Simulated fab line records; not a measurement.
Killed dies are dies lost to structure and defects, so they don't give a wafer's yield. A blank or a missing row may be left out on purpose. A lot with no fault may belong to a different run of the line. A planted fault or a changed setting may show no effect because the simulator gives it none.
fab line records	flow sky130
record lots=6	wafers=18	last_day=50
route steps=708 shown METAL3@566 VIA3@573 PAD_OPEN@708
lots with no fault: from the same line, run without faults
start_h: start of the lot's first displayed wafer, in hours after the record's first day	wait_h: hours since the lot's step before	" same as the row above	L1.1+2: several wafers, shown together as one row	- value missing, or start not given	* or withheld: withheld	< > ~ a bound
route shown NAME@n: a module of which the file shows steps, and the number in the route of the first	usual: the fault-free wafers' mean and standard deviation	same: alike in all rows	chamber/n: place in a boat	sites: the reading at each site	_std_site: their standard deviation	_edge_site: outer sites' mean less inner sites'	radius_mm: for every site, how far away it sits from the centre of the wafer	mask NAME#n: copy n	behind: the last tool/chamber to shape the wafer	hold: the reason the lot was held/the length of the hold in hours/how it ended	device: the transistor (n, p or np) that didn't switch	end of line: the same wafers' tests at the end of the route	for a step that has no rows: nothing shown but its recipe	killed: not the wafer's yield, but the dies lost to structure and defects at the first sort	map: dies across one wafer; x = killed, . = not, _ = none there
set.NAME: the setting that was run; set.NAME@STEP: the one run at that earlier step	model.NAME: the simulator's own value behind a step, which no gauge read
lots at some steps of the route; a table a step, a row a wafer
services: a tool's chamber out of use, with start hour (start_h, from the record's first day; less than 0 if before it), hours out, and reason
## steps
# step SKY_METAL3_ETCH_16
# recipe chemistry=N2/H2	target=BARC	ion_energy_ev=200	bias_w=100	pressure_mtorr=30	n2_flow_sccm=100	h2_flow_sccm=200	icp_w=500	stop_on=SiO2	time_s=88.2	target_depth_a=600
# usual drypump_motor_current_A=5.8/0.45	oes_product_au=0.626/0.0048	throttle_valve_pct=13.204/0.0093
lot.wafer	tool	chamber	start_h	wait_h	drypump_motor_current_A	oes_product_au	rf_hours_counter_h	throttle_valve_pct
L309.1	rie_metal-03	0	929.21	0.0	5.1	0.624	13	13.204
L309.5	"	0	"	"	5.1	0.624	-	13.197
L309.6	"	1	"	"	6.0	0.622	-	13.213
L315.2	rie_metal-02	0	963.77	0.0	6.8	0.622	13	13.207
L315.3	"	0	"	"	6.8	0.631	-	13.202
L315.5	"	0	"	"	6.8	0.618	-	13.215
L316.1	rie_metal-01	1	990.86	0.0	5.7	0.619	5	13.202
L316.2	"	0	"	"	5.9	0.623	15	13.202
L316.3	"	1	"	"	5.7	0.624	-	13.211
L324.2	rie_metal-01	0	1049.86	0.0	5.9	0.621	18	13.204
L324.4	"	1	"	"	5.7	0.623	-	13.188
L324.5	"	0	"	"	5.9	0.631	-	13.209
L326.1	rie_metal-01	1	1054.31	0.0	5.8	0.632	8	13.205
L326.3	"	1	"	"	5.7	0.626	-	13.207
L326.5	"	0	"	"	5.9	0.622	-	13.196
L327.1	rie_metal-02	1	1056.22	0.0	5.8	0.636	13	13.201
L327.4	"	1	"	"	5.8	0.625	-	13.193
L327.5	"	0	"	"	6.7	0.631	-	13.215
# step SKY_METAL3_ETCH_17
# recipe target=SiO2	stop_on=TiN	chemistry=C4F8/O2/Ar	source_w=1500	bias_w=1200	pressure_mtorr=40	c4f8_flow_sccm=withheld	O2_flow_sccm=6	Ar_flow_sccm=300	time_s=3.9	target_depth_a=150
# usual oes_product_au=0.753/0.0071
lot.wafer	tool	chamber	start_h	wait_h	oes_product_au	rf_hours_counter_h
L309.1	rie_diel-04	3	929.31	0.1	0.742	9
L309.5	"	3	"	"	0.747	-
L309.6	"	0	"	"	0.754	-
L315.2	rie_diel-04	3	963.87	0.1	0.746	10
L315.3	"	0	"	"	0.758	7
L315.5	"	0	"	"	0.755	-
L316.1	rie_diel-04	1	990.96	0.1	0.749	14
L316.2	"	0	"	"	0.748	7
L316.3	"	3	"	"	0.750	11
L324.2	rie_diel-03	1	1049.96	0.1	0.754	29
L324.4	"	0	"	"	0.766	13
L324.5	"	3	"	"	0.759	-
L326.1	rie_diel-01	0	1054.41	0.1	0.755	16
L326.3	"	3	"	"	0.749	23
L326.5	"	2	"	"	0.761	-
L327.1	rie_diel-04	2	1056.32	0.1	0.761	19
L327.4	"	1	"	"	0.772	17
L327.5	"	1	"	"	0.762	-
# step SKY_METAL3_METAL_ETCH_18
# recipe target_depth_a=8450	stop_on=SiO2	over_etch_frac=0.3	time_s=183.1	chemistry=Cl2/BCl3	resist_sidewall_deg=88	pressure_mtorr=10	icp_w=900	bias_w=48.5	Cl2_flow_sccm=60	bcl3_flow_sccm=30
# usual drypump_motor_current_A=6.0/0.53	mfc_cl2_sccm=60.01/0.18	oes_product_au=0.865/0.0069	throttle_valve_pct=22.264/0.0098
lot.wafer	tool	chamber	start_h	wait_h	drypump_motor_current_A	mfc_cl2_sccm	oes_product_au	rf_hours_counter_h	throttle_valve_pct
L309.1	rie_metal-02	1	929.32	0.0	5.7	59.99	0.876	6	22.267
L309.5	"	1	"	"	5.8	60.07	0.859	-	22.267
L309.6	"	0	"	"	6.7	60.18	0.871	-	22.274
L315.2	rie_metal-01	1	963.89	0.0	5.7	60.04	0.866	3	22.255
L315.3	"	1	"	"	5.7	59.93	0.865	-	22.240
L315.5	"	0	"	"	5.9	60.28	0.864	-	22.271
L316.1	rie_metal-02	0	990.98	0.0	6.7	59.84	0.862	15	22.270
L316.2	"	0	"	"	6.7	60.10	0.868	-	22.288
L316.3	"	0	"	"	6.7	60.05	0.865	-	22.275
L324.2	rie_metal-01	0	1049.97	0.0	5.9	59.95	0.859	18	22.259
L324.4	"	1	"	"	5.7	59.90	0.877	-	22.254
L324.5	"	0	"	"	5.9	60.21	0.858	-	22.268
L326.1	rie_metal-02	1	1054.42	0.0	5.7	59.99	0.875	13	22.273
L326.3	"	0	"	"	6.7	60.07	0.851	-	22.262
L326.5	"	0	"	"	6.7	59.96	0.871	-	22.273
L327.1	rie_metal-03	1	1056.34	0.0	5.9	60.17	0.869	15	22.275
L327.4	"	0	"	"	5.1	60.24	0.863	-	22.286
L327.5	"	0	"	"	5.1	59.98	0.868	-	22.261
# step SKY_METAL3_STRIP_19
# recipe chemistry=O2/N2	power_w=1400	pressure_mtorr=1500	platen_temp_c=withheld	o2_flow_sccm=3000	n2_flow_sccm=300	overash_fraction=0.5
# usual drypump_motor_current_A=5.4/0.37	oes_product_au=0.504/0.0056	strip_time_to_endpoint_s=6.58/0.087
# same overash_fraction=0.5
lot.wafer	tool	chamber	start_h	wait_h	drypump_motor_current_A	oes_product_au	rf_hours_counter_h	strip_time_to_endpoint_s
L309.1	plasma_asher-04	1	929.50	0.1	5.2	0.504	109	6.49
L309.5	"	0	"	"	5.6	0.509	-	6.56
L309.6	"	1	"	"	5.1	0.496	-	6.52
L315.2	plasma_asher-03	0	964.06	0.1	5.0	0.502	87	6.72
L315.3	"	1	"	"	5.9	0.516	-	6.65
L315.5	"	1	"	"	5.9	0.509	-	6.63
L316.1	plasma_asher-03	0	991.33	0.3	5.0	0.498	89	6.57
L316.2	"	1	"	"	5.9	0.512	89	6.64
L316.3	"	1	"	"	5.9	0.497	-	6.58
L324.2	plasma_asher-03	0	1050.15	0.1	5.0	0.498	95	6.49
L324.4	"	1	"	"	5.9	0.505	-	6.57
L324.5	"	0	"	"	5.0	0.495	-	6.53
L326.1	plasma_asher-03	1	1054.60	0.1	5.9	0.500	96	6.51
L326.3	"	1	"	"	5.9	0.514	-	6.66
L326.5	"	0	"	"	5.0	0.509	-	6.60
L327.1	plasma_asher-01	1	1056.52	0.1	5.6	0.493	30	6.43
L327.4	"	1	"	"	5.7	0.510	-	6.67
L327.5	"	1	"	"	5.7	0.510	-	6.66
# step SKY_METAL3_STRIP_20
# recipe chemistry=post_etch_residue_remover	time_s=1200	temp_c=72.5
# step SKY_METAL3_CLEAN_21
# recipe chemistry=IPA	time_s=180	temp_c=25
# step SKY_METAL3_CLEAN_22
# recipe chemistry=O3/DIW	dry=n2_spin
# step SKY_VIA3_HDPCVD_00
# recipe material=SiO2	target_thk_nm=1635	sigma_open_frac=0.3	time_s=265.7	temp_c=400	sih4_flow_sccm=60	pressure_mtorr=6
# step SKY_VIA3_THK_MEAS_01
# recipe reads=SiO2_of_VIA3_HDPCVD_00
# usual VIA3_HDPCVD_THK=1590/15
lot.wafer	tool	chamber	start_h	wait_h	VIA3_HDPCVD_THK[nm]
L309.1	film_metro-03	-	930.26	0.1	1574
L309.5	"	-	"	"	1576
L309.6	"	-	"	"	1578
L315.2	film_metro-03	-	964.83	0.1	1611
L315.3	"	-	"	"	1596
L315.5	"	-	"	"	1607
L316.1	film_metro-04	-	992.13	0.1	1585
L316.2	"	-	"	"	1574
L316.3	"	-	"	"	1577
L324.2	film_metro-04	-	1050.96	0.1	1582
L324.4	"	-	"	"	1596
L324.5	"	-	"	"	1603
L326.1	film_metro-01	-	1055.46	0.2	1585
L326.3	"	-	"	"	1561
L326.5	"	-	"	"	1586
L327.1	film_metro-01	-	1057.28	0.1	1591
L327.4	"	-	"	"	1580
L327.5	"	-	"	"	1587
# step SKY_VIA3_CMP_02
# recipe material=SiO2	down_force_psi=4	platen_rpm=60	pad_velocity_m_s=0.94248
# usual motor_current_A=12.3/1.1	retaining_ring_pressure_frac=0.999/0.005
lot.wafer	tool	chamber	start_h	wait_h	motor_current_A	retaining_ring_pressure_frac
L309.1	cmp-01	3	930.37	0.1	12.0	1.001
L309.6	"	2	"	"	13.8	0.997
L309.5	"	3	"	"	12.7	1.001
L315.3	cmp-01	2	964.93	0.1	13.2	0.997
L315.2	"	3	"	"	12.0	0.995
L315.5	"	1	"	"	12.1	0.992
L316.2	cmp-02	2	992.19	0.0	12.0	1.001
L316.1	"	0	"	"	12.1	0.993
L316.3	"	1	"	"	13.4	1.008
L324.4	cmp-01	3	1051.01	0.0	12.5	0.999
L324.2	"	0	"	"	13.4	0.996
L324.5	"	0	"	"	12.8	0.996
L326.1	cmp-01	1	1055.52	0.1	12.1	0.999
L326.3	"	2	"	"	13.6	0.994
L326.5	"	2	"	"	13.9	0.998
L327.4	cmp-01	3	1057.56	0.2	12.3	0.995
L327.1	"	0	"	"	13.3	1.008
L327.5	"	0	"	"	13.1	1.006
# step SKY_VIA3_BOW_MEAS_03
# recipe mode=bow
# usual VIA3_BOW=78/7.8
lot.wafer	tool	chamber	start_h	wait_h	VIA3_BOW[um]
L309.1	film_metro-04	-	930.62	0.2	80
L309.5	"	-	"	"	79
L309.6	"	-	"	"	73
L315.2	film_metro-04	-	965.20	0.2	75
L315.3	"	-	"	"	63
L315.5	"	-	"	"	80
L316.1	film_metro-04	-	992.49	0.1	86
L316.2	"	-	"	"	76
L316.3	"	-	"	"	80
L324.2	film_metro-01	-	1051.33	0.2	73
L324.4	"	-	"	"	70
L324.5	"	-	"	"	70
L326.1	film_metro-01	-	1055.82	0.2	76
L326.3	"	-	"	"	66
L326.5	"	-	"	"	79
L327.1	film_metro-03	-	1057.86	0.2	72
L327.4	"	-	"	"	70
L327.5	"	-	"	"	74
# step SKY_VIA3_DEHYDRATE_04
# recipe temp_c=200	time_s=60
# step SKY_VIA3_HMDS_05
# recipe prime_time_s=60	prime_temp_c=120
# usual prime_temp_c=120.02/0.14
lot.wafer	tool	chamber	start_h	wait_h	prime_temp_c
L309.1	litho_track-02	0	941.67	0.1	119.89
L309.5	"	0	"	"	119.80
L309.6	"	0	"	"	119.97
L315.2	litho_track-03	0	977.30	0.1	120.02
L315.3	"	0	"	"	120.16
L315.5	"	0	"	"	119.96
L316.1	litho_track-03	0	1004.07	0.1	119.91
L316.2	"	0	"	"	120.10
L316.3	"	0	"	"	120.13
L324.2	litho_track-01	0	1061.26	0.1	120.12
L324.4	"	0	"	"	119.83
L324.5	"	0	"	"	120.20
L326.1	litho_track-01	0	1066.53	0.1	113.70
L326.3	"	0	"	"	114.01
L326.5	"	0	"	"	113.82
L327.1	litho_track-01	0	1069.48	0.1	113.76
L327.4	"	0	"	"	113.75
L327.5	"	0	"	"	113.87
# step SKY_VIA3_COAT_06
# recipe resist=BARC	temp_c=withheld	time_s=withheld	spin_rpm=3000	resist_thk_nm=60
# step SKY_PAD_OPEN_PROBE_99
# usual defect_limited_yield=82.6/1.9	killed_at_M0_to_M3=43/7.2	killed_at_M4_up=3.5/2	killed_at_contacts=24/5.2	killed_at_front_end=15/4.4	killed_at_other=0.2/0.48	killed_dies=85/9.4	killed_open=46/7.3	killed_short=39/6.1	sort_bin_3_pad_short=0.8/0.37	sort_bin_5_function=10.2/1.4	sort_bin_6_memory=6.3/1.1	sort_n_pass=407/9.4	sort_yield_pct=82.6/1.9
# same gross_dies=492	killed_at_back_side=0	sort_bin_4_leakage[%]=0	sort_bin_8_speed[%]=0
lot.wafer	tool	chamber	start_h	wait_h	defect_limited_yield[%]	killed_at_M0_to_M3	killed_at_M4_up	killed_at_contacts	killed_at_front_end	killed_at_other	killed_dies	killed_open	killed_short	sort_bin_3_pad_short[%]	sort_bin_5_function[%]	sort_bin_6_memory[%]	sort_n_pass	sort_yield_pct[%]
L309.1	prober-01	-	1100.72	0.1	81.5	42	6	21	22	0	91	48	43	0.4	10.4	7.7	401	81.5
L309.5	prober-01	-	1100.92	0.2	82.3	44	8	21	14	0	87	47	40	0.4	9.1	8.1	405	82.3
L309.6	prober-01	-	1100.97	0.2	82.5	42	3	32	9	0	86	51	35	0.8	10.2	6.5	406	82.5
L315.2	prober-02	-	1127.20	0.1	82.5	48	7	21	10	0	86	39	47	0.8	10.2	6.5	406	82.5
L315.3	prober-02	-	1127.25	0.2	85.4	39	3	18	12	0	72	43	29	0.8	7.1	6.7	420	85.4
L315.5	prober-02	-	1127.35	0.2	86.2	28	2	17	21	0	68	34	34	0.4	8.1	5.3	424	86.2
L316.1	prober-01	-	1148.85	0.1	82.5	43	3	24	16	0	86	45	41	0.6	9.3	7.5	406	82.5
L316.2	prober-01	-	1148.90	0.1	81.7	53	3	17	17	0	90	49	41	0.6	10.8	6.9	402	81.7
L316.3	prober-01	-	1148.95	0.2	81.3	44	5	29	14	0	92	56	36	0.4	12.6	5.7	400	81.3
L324.2	prober-02	-	1192.32	0.1	80.1	52	4	32	10	0	98	64	34	0.8	12.4	6.7	394	80.1
L324.4	prober-02	-	1192.42	0.2	79.7	47	8	26	18	1	100	52	48	1.2	11.4	7.7	392	79.7
L324.5	prober-02	-	1192.47	0.2	81.9	47	2	17	23	0	89	44	45	1.0	12.2	4.9	403	81.9
L326.1	prober-01	-	1197.68	0.1	83.3	42	6	22	12	0	82	44	38	1.0	10.4	5.3	410	83.3
L326.3	prober-01	-	1197.78	0.2	84.8	42	4	21	8	0	75	36	39	0.8	10.0	4.5	417	84.8
L326.5	prober-01	-	1197.88	0.2	82.7	37	3	24	20	1	85	46	39	0.6	10.0	6.7	407	82.7
L327.1	prober-02	-	1199.04	0.1	80.3	48	2	25	22	0	97	48	49	1.4	11.2	7.1	395	80.3
L327.4	prober-02	-	1199.19	0.2	80.1	51	2	26	18	1	98	40	55	2.0	12.2	5.7	394	80.1
L327.5	prober-02	-	1199.24	0.2	85.2	38	1	17	17	0	73	39	34	0.8	8.3	5.7	419	85.2
# killed by level:class
L309.1 METAL1:geometric_particle:short=10 VIA1:geometric_particle:open=9 LI_CONTACT:geometric_particle:open=8 POLY_GATE:geometric_particle:open=6 VIA3:geometric_particle:open=6 POLY_GATE:geometric_particle:short=5 FIELD_ISO:geometric_particle:open=4 FIELD_ISO:geometric_particle:short=4
L309.5 VIA1:geometric_particle:open=11 VIA2:geometric_particle:open=11 METAL4:geometric_particle:short=8 LI_CONTACT:geometric_particle:open=7 CONTACT:geometric_particle:open=6 VIA1:geometric_particle:short=5 VIA2:geometric_particle:short=4 POLY_GATE:geometric_particle:open=4
L309.6 CONTACT:geometric_particle:open=11 VIA1:geometric_particle:open=8 VIA2:geometric_particle:open=8 LI_CONTACT:geometric_particle:open=7 LI_CONTACT:geometric_particle:short=5 METAL2:geometric_particle:short=5 VIA3:geometric_particle:open=5 VIA2:geometric_particle:short=4
L315.2 VIA2:geometric_particle:open=12 METAL2:geometric_particle:short=9 VIA1:geometric_particle:open=7 CONTACT:geometric_particle:open=6 METAL4:geometric_particle:short=6 LOCAL_INTERCONNECT:geometric_particle:short=5 VIA1:geometric_particle:short=5 METAL1:geometric_particle:short=4
L315.3 VIA1:geometric_particle:open=12 CONTACT:geometric_particle:open=8 METAL1:geometric_particle:short=5 POLY_GATE:geometric_particle:open=4 METAL2:geometric_particle:short=4 LI_CONTACT:geometric_particle:open=4 VIA1:geometric_particle:short=4 FIELD_ISO:geometric_particle:open=3
L315.5 CONTACT:geometric_particle:open=9 FIELD_ISO:geometric_particle:open=8 POLY_GATE:geometric_particle:short=6 METAL1:geometric_particle:short=4 VIA1:geometric_particle:open=4 METAL2:geometric_particle:short=4 SPACER:geometric_particle:short=3 CONTACT:geometric_particle:short=3
L316.1 VIA3:geometric_particle:open=12 CONTACT:geometric_particle:open=8 METAL2:geometric_particle:short=7 VIA1:geometric_particle:open=7 POLY_GATE:geometric_particle:open=6 CONTACT:geometric_particle:short=6 VIA1:geometric_particle:short=6 LI_CONTACT:geometric_particle:open=5
L316.2 VIA1:geometric_particle:open=16 VIA1:geometric_particle:short=8 VIA3:geometric_particle:open=8 CONTACT:geometric_particle:open=7 FIELD_ISO:geometric_particle:short=6 VIA2:geometric_particle:open=6 METAL2:geometric_particle:short=6 CONTACT:geometric_particle:short=4
L316.3 VIA1:geometric_particle:open=15 CONTACT:geometric_particle:open=12 LI_CONTACT:geometric_particle:open=6 LOCAL_INTERCONNECT:geometric_particle:short=5 CONTACT:geometric_particle:short=5 VIA1:geometric_particle:short=5 METAL2:geometric_particle:short=5 VIA2:geometric_particle:open=5
L324.2 LI_CONTACT:geometric_particle:open=15 VIA1:geometric_particle:open=15 METAL1:geometric_particle:short=9 VIA2:geometric_particle:open=9 VIA3:geometric_particle:open=7 CONTACT:geometric_particle:open=6 LOCAL_INTERCONNECT:geometric_particle:short=4 CONTACT:geometric_particle:short=4
L324.4 VIA1:geometric_particle:open=9 LI_CONTACT:geometric_particle:open=8 METAL1:geometric_particle:short=7 CONTACT:geometric_particle:open=7 METAL4:geometric_particle:short=7 POLY_GATE:geometric_particle:open=6 METAL2:geometric_particle:short=6 VIA3:geometric_particle:open=6
L324.5 VIA1:geometric_particle:open=9 POLY_GATE:geometric_particle:short=7 VIA2:geometric_particle:open=6 CONTACT:geometric_particle:open=6 METAL1:geometric_particle:short=6 FIELD_ISO:geometric_particle:short=5 VIA2:geometric_particle:short=5 FIELD_ISO:geometric_particle:open=4
L326.1 VIA1:geometric_particle:open=12 CONTACT:geometric_particle:open=8 METAL2:geometric_particle:short=7 VIA1:geometric_particle:short=6 VIA3:geometric_particle:open=5 LI_CONTACT:geometric_particle:open=5 VIA2:geometric_particle:open=5 METAL4:geometric_particle:short=5
L326.3 VIA1:geometric_particle:open=12 VIA1:geometric_particle:short=11 LI_CONTACT:geometric_particle:open=8 CONTACT:geometric_particle:open=7 FIELD_ISO:geometric_particle:short=4 METAL2:geometric_particle:short=4 METAL1:geometric_particle:short=4 METAL4:geometric_particle:short=4
L326.5 VIA1:geometric_particle:open=15 CONTACT:geometric_particle:open=8 POLY_GATE:geometric_particle:short=7 POLY_GATE:geometric_particle:open=7 LI_CONTACT:geometric_particle:open=7 METAL2:geometric_particle:short=6 CONTACT:geometric_particle:short=4 FIELD_ISO:geometric_particle:short=3
L327.1 POLY_GATE:geometric_particle:short=9 CONTACT:geometric_particle:short=9 VIA1:geometric_particle:open=9 CONTACT:geometric_particle:open=8 METAL2:geometric_particle:short=8 VIA1:geometric_particle:short=7 VIA2:geometric_particle:open=6 VIA3:geometric_particle:open=6
L327.4 VIA1:geometric_particle:open=8 VIA3:geometric_particle:open=8 CONTACT:geometric_particle:short=7 METAL1:geometric_particle:short=7 LI_CONTACT:geometric_particle:open=6 VIA2:geometric_particle:short=6 CONTACT:geometric_particle:open=6 VIA2:geometric_particle:open=6
L327.5 VIA2:geometric_particle:open=8 CONTACT:geometric_particle:open=7 POLY_GATE:geometric_particle:short=6 METAL2:geometric_particle:short=5 VIA1:geometric_particle:open=5 VIA3:geometric_particle:open=5 CONTACT:geometric_particle:short=4 METAL3:geometric_particle:short=4
## services
tool	chamber	start_h	hours	kind
cmp-01	-	912.13	4.0	pm
rie_diel-01	2	913.43	1.4	repair
cmp-01	-	916.13	-	consumable_replace:conditioner
cmp-01	-	916.13	-	consumable_replace:pad
rie_diel-01	3	925.66	6.9	repair
cmp-02	-	928.41	5.1	pm
cmp-01	-	945.39	8.3	repair
rie_metal-03	-	945.62	1.4	pm
rie_metal-03	-	947.72	14.6	pm
rie_diel-01	-	955.98	0.9	repair
cmp-02	-	956.80	0.3	repair
rie_diel-03	-	973.50	1.0	repair
rie_metal-02	1	985.86	7.6	repair
plasma_asher-01	-	1001.40	0.4	repair
cmp-01	-	1003.91	0.9	repair
rie_diel-01	1	1004.22	2.5	repair
cmp-01	-	1012.06	17.0	repair
rie_diel-01	2	1015.68	6.6	repair
cmp-01	-	1019.44	1.6	repair
cmp-01	-	1037.47	1.1	repair
cmp-02	-	1043.21	2.9	repair
rie_metal-02	-	1048.05	2.8	pm
plasma_asher-04	-	1055.25	9.0	pm
rie_diel-01	-	1061.74	0.8	repair
## key
first_sign step=SKY_VIA3_HMDS_05	reading=prime_temp_c	direction=down	sigmas=45	usual=*	struck=*
effect none on later readings
met_at SKY_VIA3_HMDS_05
struck_wafers L326.1,L326.3,L326.5,L327.1,L327.4,L327.5
onset_between 1061.26 1066.53
fault kind=process_parameter_drift	tool=litho_track-01	chamber=-	onset_h=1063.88	steps=SKY_VIA3_HMDS_05	channel=prime_temp_c	offset=*	shape=step	end_h=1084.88	acts_in=*	stated=*
